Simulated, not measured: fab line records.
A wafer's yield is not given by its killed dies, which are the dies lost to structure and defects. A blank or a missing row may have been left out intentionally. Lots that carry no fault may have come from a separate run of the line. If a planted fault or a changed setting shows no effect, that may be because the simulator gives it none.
fab line records	flow sky130
[record] lots = 12	wafers = 36	last_day = 50
route steps=708 shown POLY_GATE@205 RES_PROTECT@215 LDD_HVN@269 LDD_HVP@288 PAD_OPEN@708
lots that met no fault: taken from a fault-free run of the same line
start_h: hours from the record's opening day to when the first of the lot's shown wafers began	wait_h: hours elapsed since this lot's preceding step	" identical to the entry in the row above	L1.1+2: several wafers, shown together as one row	- either no value or no given start	* or withheld: withheld	< > ~ a bound
route shown NAME@n: a module of which the file shows steps, and the number in the route of the first	usual: the fault-free wafers' mean and standard deviation	same: alike in all rows	chamber/n: place in a boat	sites: the reading at each site	_std_site: the values' standard deviation	_edge_site: inner sites' mean taken away from outer sites' mean	radius_mm: how far each site lies from the wafer's centre	mask NAME#n: copy n	behind: the last tool/chamber to shape the wafer	hold: reason for holding the lot/hours on hold/outcome of the hold	device: which transistor (n, p or np) failed to switch	end of line: tests run on the same wafers once the route is complete	step lacking rows: just its recipe	killed: count of dies lost to structure and defects at first sort (not the wafer's yield)	map: a wafer's dies, x killed, . not, _ none there
set.NAME: the setting as run; set.NAME@STEP: as run at that earlier step	model.NAME: the simulator's own value behind a step, which no gauge read
route steps across a sampled set of lots; one table per step, one row per wafer
services: from which hour (start_h, from the record's first day; less than 0 if before it) a tool's chamber was out of use, for how many hours, and why
[[steps]]
[step SKY_POLY_GATE_THK_MEAS_01]
[recipe] reads = poly-Si_of_POLY_GATE_CVD_00
[usual] POLY_GATE_CVD_00_THK = 180.9/1.4
lot.wafer	tool	chamber	start_h	wait_h	POLY_GATE_CVD_00_THK[nm]
L610.1	film_metro-03	-	310.54	0.0	182.7
L610.2	"	-	"	"	181.6
L610.6	"	-	"	"	179.9
L613.2	film_metro-02	-	335.55	0.0	180.2
L613.5	"	-	"	"	180.3
L613.6	"	-	"	"	178.2
L614.3	film_metro-03	-	342.66	0.0	178.9
L614.4	"	-	"	"	179.4
L614.6	"	-	"	"	180.1
L615.2	film_metro-03	-	352.69	0.0	181.8
L615.3	"	-	"	"	180.9
L615.4	"	-	"	"	181.9
L616.2	film_metro-02	-	358.15	0.0	179.9
L616.5	"	-	"	"	181.7
L616.6	"	-	"	"	180.4
L618.2	film_metro-01	-	386.78	0.0	178.3
L618.4	"	-	"	"	179.1
L618.6	"	-	"	"	178.9
L619.2	film_metro-03	-	391.33	0.0	180.2
L619.4	"	-	"	"	182.1
L619.6	"	-	"	"	182.0
L620.2	film_metro-03	-	396.91	0.0	180.0
L620.4	"	-	"	"	179.1
L620.6	"	-	"	"	177.9
L628.1	film_metro-02	-	460.72	0.0	180.5
L628.3	"	-	"	"	179.2
L628.4	"	-	"	"	179.0
L630.2	film_metro-02	-	488.50	0.0	180.3
L630.4	"	-	"	"	180.0
L630.6	"	-	"	"	181.9
L631.3	film_metro-03	-	491.25	0.0	179.8
L631.4	"	-	"	"	178.5
L631.5	"	-	"	"	180.0
L633.3	film_metro-03	-	504.72	0.0	180.0
L633.4	"	-	"	"	181.7
L633.5	"	-	"	"	180.1
[step SKY_RES_PROTECT_TW_MEAS_08]
[usual] POLY_GATE_TW = 4016/53
lot.wafer	tool	chamber	start_h	wait_h	POLY_GATE_TW
L610.1	film_metro-03	-	337.08	0.1	4093
L610.2	"	-	"	"	4080
L610.6	"	-	"	"	4085
L613.2	film_metro-04	-	363.32	0.1	3988
L613.5	"	-	"	"	3985
L613.6	"	-	"	"	4014
L614.3	film_metro-03	-	370.40	0.1	4129
L614.4	"	-	"	"	4095
L614.6	"	-	"	"	4103
L615.2	film_metro-02	-	381.32	0.1	3945
L615.3	"	-	"	"	3943
L615.4	"	-	"	"	3950
L616.2	film_metro-03	-	386.42	0.1	4039
L616.5	"	-	"	"	4050
L616.6	"	-	"	"	4039
L618.2	film_metro-04	-	416.10	0.1	4000
L618.4	"	-	"	"	3995
L618.6	"	-	"	"	4002
L619.2	film_metro-02	-	420.79	0.1	3930
L619.4	"	-	"	"	3939
L619.6	"	-	"	"	3924
L620.2	film_metro-03	-	426.58	0.1	4091
L620.4	"	-	"	"	4103
L620.6	"	-	"	"	4092
L628.1	film_metro-04	-	492.59	0.1	4012
L628.3	"	-	"	"	4022
L628.4	"	-	"	"	4020
L630.2	film_metro-02	-	517.82	0.1	3958
L630.4	"	-	"	"	3979
L630.6	"	-	"	"	3973
L631.3	film_metro-02	-	521.59	0.1	3961
L631.4	"	-	"	"	3972
L631.5	"	-	"	"	3986
L633.3	film_metro-03	-	533.73	0.1	4093
L633.4	"	-	"	"	4109
L633.5	"	-	"	"	4093
[step SKY_LDD_HVN_COAT_02]
[recipe] resist = NOVOLAK	spin_rpm = 3000	resist_thk_nm = 300
[usual] chill_plate_temp_C = 22.98/0.12	dispense_pressure_kPa = 52.5/2.3
lot.wafer	tool	chamber	start_h	wait_h	chill_plate_temp_C	dispense_pressure_kPa
L610.1	litho_track-01	0	444.48	0.1	22.80	53.0
L610.2	"	0	"	"	22.75	53.0
L610.6	"	0	"	"	22.72	53.0
L613.2	litho_track-01	0	473.75	0.1	23.08	53.0
L613.5	"	0	"	"	23.00	53.0
L613.6	"	0	"	"	22.82	53.0
L614.3	litho_track-01	0	480.63	0.1	23.01	53.0
L614.4	"	0	"	"	23.05	53.0
L614.6	"	0	"	"	23.08	53.0
L615.2	litho_track-04	0	494.54	0.1	22.94	55.5
L615.3	"	0	"	"	22.79	55.5
L615.4	"	0	"	"	23.08	55.5
L616.2	litho_track-01	0	495.65	0.1	23.00	53.0
L616.5	"	0	"	"	23.01	53.0
L616.6	"	0	"	"	23.11	53.0
L618.2	litho_track-01	0	529.00	0.1	22.96	52.9
L618.4	"	0	"	"	23.03	52.9
L618.6	"	0	"	"	23.09	52.9
L619.2	litho_track-01	0	534.90	0.1	22.98	52.9
L619.4	"	0	"	"	22.97	52.9
L619.6	"	0	"	"	22.96	52.9
L620.2	litho_track-04	0	540.38	0.1	23.19	55.5
L620.4	"	0	"	"	22.95	55.5
L620.6	"	0	"	"	23.08	55.5
L628.1	litho_track-04	-	601.26	0.1	-	-
L628.3	"	-	"	"	-	-
L628.4	"	-	"	"	-	-
L630.2	litho_track-01	-	624.90	0.1	-	-
L630.4	"	-	"	"	-	-
L630.6	"	-	"	"	-	-
L631.3	litho_track-02	0	629.89	0.1	23.08	49.6
L631.4	"	0	"	"	23.04	49.5
L631.5	"	0	"	"	22.88	49.5
L633.3	litho_track-02	0	642.19	0.1	23.01	49.6
L633.4	"	0	"	"	22.85	49.5
L633.5	"	0	"	"	22.92	49.6
[step SKY_LDD_HVN_OVL_MEAS_07]
[usual] LDD_HVN_OVL = -0.1/1.3
lot.wafer	tool	chamber	start_h	wait_h	LDD_HVN_OVL[nm]
L610.1	overlay-01	-	460.04	0.1	0.7
L610.2	"	-	"	"	1.1
L610.6	"	-	"	"	0.5
L613.2	overlay-01	-	489.47	0.1	1.9
L613.5	"	-	"	"	-0.1
L613.6	"	-	"	"	1.0
L614.3	overlay-02	-	496.42	0.1	-0.2
L614.4	"	-	"	"	1.8
L614.6	"	-	"	"	2.1
L615.2	overlay-02	-	509.87	0.1	-1.8
L615.3	"	-	"	"	-1.7
L615.4	"	-	"	"	-3.3
L616.2	overlay-01	-	511.08	0.1	-0.5
L616.5	"	-	"	"	0.6
L616.6	"	-	"	"	-0.2
L618.2	overlay-02	-	544.27	0.1	-2.2
L618.4	"	-	"	"	-1.9
L618.6	"	-	"	"	0.8
L619.2	overlay-01	-	550.00	0.1	-1.6
L619.4	"	-	"	"	0.4
L619.6	"	-	"	"	-0.3
L620.2	overlay-02	-	555.48	0.1	-2.4
L620.4	"	-	"	"	-1.0
L620.6	"	-	"	"	0.9
L628.1	overlay-02	-	616.26	0.1	-
L628.3	"	-	"	"	-
L628.4	"	-	"	"	-
L630.2	overlay-01	-	638.98	0.1	-
L630.4	"	-	"	"	-
L630.6	"	-	"	"	-
L631.3	overlay-01	-	643.72	0.1	-0.1
L631.4	"	-	"	"	-0.2
L631.5	"	-	"	"	0.4
L633.3	overlay-01	-	656.30	0.1	-0.1
L633.4	"	-	"	"	-0.9
L633.5	"	-	"	"	-1.3
[step SKY_LDD_HVN_STRIP_09]
[recipe] chemistry = O2/N2	power_w = 1400	pressure_mtorr = 1500	platen_temp_c = withheld	o2_flow_sccm = 3000	n2_flow_sccm = 300	overash_fraction = 0.5
[usual] chamber_pressure_mTorr = 1500.1/1.4	drypump_motor_current_A = 5.92/0.28	oes_product_au = 0.408/0.0052	strip_time_to_endpoint_s = 4.136/0.015
[same] overash_fraction = 0.5
lot.wafer	tool	chamber	start_h	wait_h	chamber_pressure_mTorr	drypump_motor_current_A	oes_product_au	rf_hours_counter_h	strip_time_to_endpoint_s
L610.1	plasma_asher-04	1	460.23	0.1	1499.9	5.91	0.407	77	4.147
L610.2	"	0	"	"	1498.2	6.26	0.412	77	4.160
L610.6	"	0	"	"	1501.7	6.25	0.408	-	4.144
L613.2	plasma_asher-04	1	489.65	0.1	1501.1	5.95	0.412	80	4.148
L613.5	"	1	"	"	1498.7	5.92	0.407	-	4.126
L613.6	"	0	"	"	1502.1	6.25	0.403	-	4.136
L614.3	plasma_asher-03	1	496.63	0.1	1501.7	6.06	0.411	-	4.168
L614.4	"	0	"	"	1499.2	5.56	0.410	-	4.140
L614.6	"	1	"	"	1498.2	6.03	0.400	-	4.161
L615.2	plasma_asher-02	1	510.13	0.1	1499.0	6.15	0.414	38	4.147
L615.3	"	1	"	"	1501.1	6.15	0.399	-	4.154
L615.4	"	0	"	"	1498.8	5.51	0.409	-	4.139
L616.2	plasma_asher-04	1	511.26	0.1	1498.6	5.94	0.406	82	4.132
L616.5	"	1	"	"	1499.7	5.93	0.407	-	4.104
L616.6	"	0	"	"	1501.1	6.25	0.406	-	4.146
L618.2	plasma_asher-04	0	544.45	0.1	1500.4	6.25	0.406	86	4.119
L618.4	"	1	"	"	1501.9	5.92	0.406	-	4.120
L618.6	"	0	"	"	1498.2	6.26	0.404	-	4.118
L619.2	plasma_asher-03	1	550.18	0.1	1499.6	6.07	0.405	11	4.120
L619.4	"	1	"	"	1500.5	6.06	0.408	-	4.126
L619.6	"	0	"	"	1498.5	5.56	0.405	-	4.139
L620.2	plasma_asher-02	0	555.80	0.1	1501.6	5.51	0.411	43	4.129
L620.4	"	1	"	"	1499.7	6.11	0.417	-	4.128
L620.6	"	1	"	"	1502.5	6.14	0.409	-	4.120
L628.1	plasma_asher-03	1	616.45	0.1	1501.3	6.06	-	18	-
L628.3	"	1	"	"	1498.8	6.04	-	-	-
L628.4	"	0	"	"	1502.3	5.53	-	-	-
L630.2	plasma_asher-04	1	639.16	0.1	1500.9	5.92	-	94	-
L630.4	"	1	"	"	1498.4	5.92	-	-	-
L630.6	"	0	"	"	1501.0	6.25	-	-	-
L631.3	plasma_asher-03	0	643.93	0.1	1500.7	5.56	0.401	-	4.140
L631.4	"	1	"	"	1499.5	6.06	0.413	-	4.150
L631.5	"	1	"	"	1497.5	6.09	0.410	-	4.145
L633.3	plasma_asher-04	1	656.51	0.1	1496.4	5.93	0.418	-	4.134
L633.4	"	0	"	"	1500.9	6.25	0.414	-	4.154
L633.5	"	0	"	"	1498.9	6.22	0.405	-	4.145
[step SKY_LDD_HVP_TW_MEAS_10]
[usual] LDD_HVP_TW = 455/7
lot.wafer	tool	chamber	start_h	wait_h	hold	LDD_HVP_TW
L610.1	film_metro-03	-	491.78	0.1	-	466
L610.2	"	-	"	"	-	467
L610.6	"	-	"	"	-	465
L613.2	film_metro-02	-	519.71	0.1	-	449
L613.5	"	-	"	"	-	447
L613.6	"	-	"	"	-	453
L614.3	film_metro-04	-	527.45	0.1	-	458
L614.4	"	-	"	"	-	456
L614.6	"	-	"	"	-	451
L615.2	film_metro-03	-	540.04	0.1	-	465
L615.3	"	-	"	"	-	465
L615.4	"	-	"	"	-	466
L616.2	film_metro-02	-	541.24	0.1	-	448
L616.5	"	-	"	"	-	446
L616.6	"	-	"	"	-	448
L618.2	film_metro-04	-	573.92	0.1	-	452
L618.4	"	-	"	"	-	449
L618.6	"	-	"	"	-	451
L619.2	film_metro-03	-	579.22	0.1	-	466
L619.4	"	-	"	"	-	463
L619.6	"	-	"	"	-	462
L620.2	film_metro-03	-	585.28	0.1	-	462
L620.4	"	-	"	"	-	461
L620.6	"	-	"	"	-	463
L628.1	film_metro-03	-	645.36	0.1	await_dispo/0.2h/release	1465
L628.3	"	-	"	"	await_dispo/0.2h/release	1469
L628.4	"	-	"	"	await_dispo/0.2h/release	1461
L628.1	film_metro-03	-	645.59	0.2	-	1472
L628.3	"	-	"	"	-	1473
L628.4	"	-	"	"	-	1470
L630.2	film_metro-04	-	667.89	0.1	await_dispo/0.2h/release	1449
L630.4	"	-	"	"	await_dispo/0.2h/release	1445
L630.6	"	-	"	"	await_dispo/0.2h/release	1448
L630.2	film_metro-04	-	668.11	0.2	-	1450
L630.4	"	-	"	"	-	1438
L630.6	"	-	"	"	-	1446
L631.3	film_metro-04	-	673.30	0.1	-	451
L631.4	"	-	"	"	-	453
L631.5	"	-	"	"	-	451
L633.3	film_metro-03	-	685.38	0.1	-	461
L633.4	"	-	"	"	-	461
L633.5	"	-	"	"	-	460
[step SKY_PAD_OPEN_PROBE_99]
[usual] defect_limited_yield = 82.3/2	killed_at_M0_to_M3 = 43/6.7	killed_at_M4_up = 3.0/1.9	killed_at_contacts = 25/5.4	killed_at_front_end = 16/4.5	killed_at_other = 0.4/0.62	killed_dies = 87/9.6	killed_open = 47/7	killed_short = 39/6.1	sort_bin_3_pad_short = 0.9/0.43	sort_bin_5_function = 10.4/1.6	sort_bin_6_memory = 6.3/0.99	sort_n_pass = 405/9.6	sort_yield_pct = 82.3/2
[same] gross_dies = 492	killed_at_back_side = 0	sort_bin_4_leakage[%] = 0	sort_bin_8_speed[%] = 0
lot.wafer	tool	chamber	start_h	wait_h	defect_limited_yield[%]	killed_at_M0_to_M3	killed_at_M4_up	killed_at_contacts	killed_at_front_end	killed_at_other	killed_dies	killed_open	killed_short	sort_bin_3_pad_short[%]	sort_bin_5_function[%]	sort_bin_6_memory[%]	sort_n_pass	sort_yield_pct[%]
L613.2	prober-02	-	1088.56	0.1	83.1	31	2	28	22	0	83	52	31	0.4	9.6	6.9	409	83.1
L613.5	prober-02	-	1088.71	0.2	83.1	41	1	29	12	0	83	42	41	0.4	10.6	5.9	409	83.1
L613.6	prober-02	-	1088.76	0.2	81.7	35	5	34	15	1	90	48	42	0.6	11.0	6.7	402	81.7
// killed by level:class
L613.2 CONTACT:geometric_particle:open=12 VIA1:geometric_particle:open=10 FIELD_ISO:geometric_particle:open=6 LI_CONTACT:geometric_particle:open=6 VIA3:geometric_particle:open=6 FIELD_ISO:geometric_particle:short=4 LI_CONTACT:geometric_particle:short=4 LOCAL_INTERCONNECT:geometric_particle:short=4
L613.5 VIA1:geometric_particle:open=10 CONTACT:geometric_particle:open=9 CONTACT:geometric_particle:short=7 LI_CONTACT:geometric_particle:open=7 VIA1:geometric_particle:short=7 VIA2:geometric_particle:open=6 FIELD_ISO:geometric_particle:open=5 METAL1:geometric_particle:short=4
L613.6 CONTACT:geometric_particle:open=14 LI_CONTACT:geometric_particle:open=9 VIA2:geometric_particle:open=9 VIA1:geometric_particle:open=7 LOCAL_INTERCONNECT:geometric_particle:short=5 METAL4:geometric_particle:short=5 POLY_GATE:geometric_particle:short=4 METAL1:geometric_particle:short=4
[[services]]
tool	chamber	start_h	hours	kind
plasma_asher-03	-	421.25	9.0	pm
plasma_asher-03	0	421.25	9.0	vent_cycle
plasma_asher-03	1	421.25	9.0	vent_cycle
plasma_asher-03	0	430.25	-	clean
plasma_asher-03	1	430.25	-	clean
plasma_asher-03	-	572.16	2.1	repair
plasma_asher-02	-	574.84	2.2	repair
plasma_asher-04	-	601.37	9.2	pm
plasma_asher-03	-	602.22	2.1	repair
[[key]]
[first_sign] step = SKY_LDD_HVN_COAT_02	reading = tool_record	direction = missing
[effect] step = SKY_LDD_HVN_OVL_MEAS_07	reading = LDD_HVN_OVL	direction = missing
[effect] step = SKY_LDD_HVP_TW_MEAS_10	reading = visit	direction = added
[effect] step = SKY_LDD_HVP_TW_MEAS_10	reading = LDD_HVP_TW	direction = up	sigmas = 99+	usual = 455	struck = 1456
met_at SKY_LDD_HVN_COAT_02
struck_lots L628,L630
scrapped_behind SKY_LDD_HVP_TW_MEAS_10 L628.1,L628.3,L628.4,L630.2,L630.4,L630.6
not_acting_at SKY_POLY_GATE_THK_MEAS_01,SKY_RES_PROTECT_TW_MEAS_08,SKY_LDD_HVN_STRIP_09
onset_between 540.38 601.26
[fault] kind = skipped_step_whole	tool = litho_track-01,litho_track-04	chamber = -	onset_h = 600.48	steps = SKY_LDD_HVN_COAT_02	scope = struck_lots_only
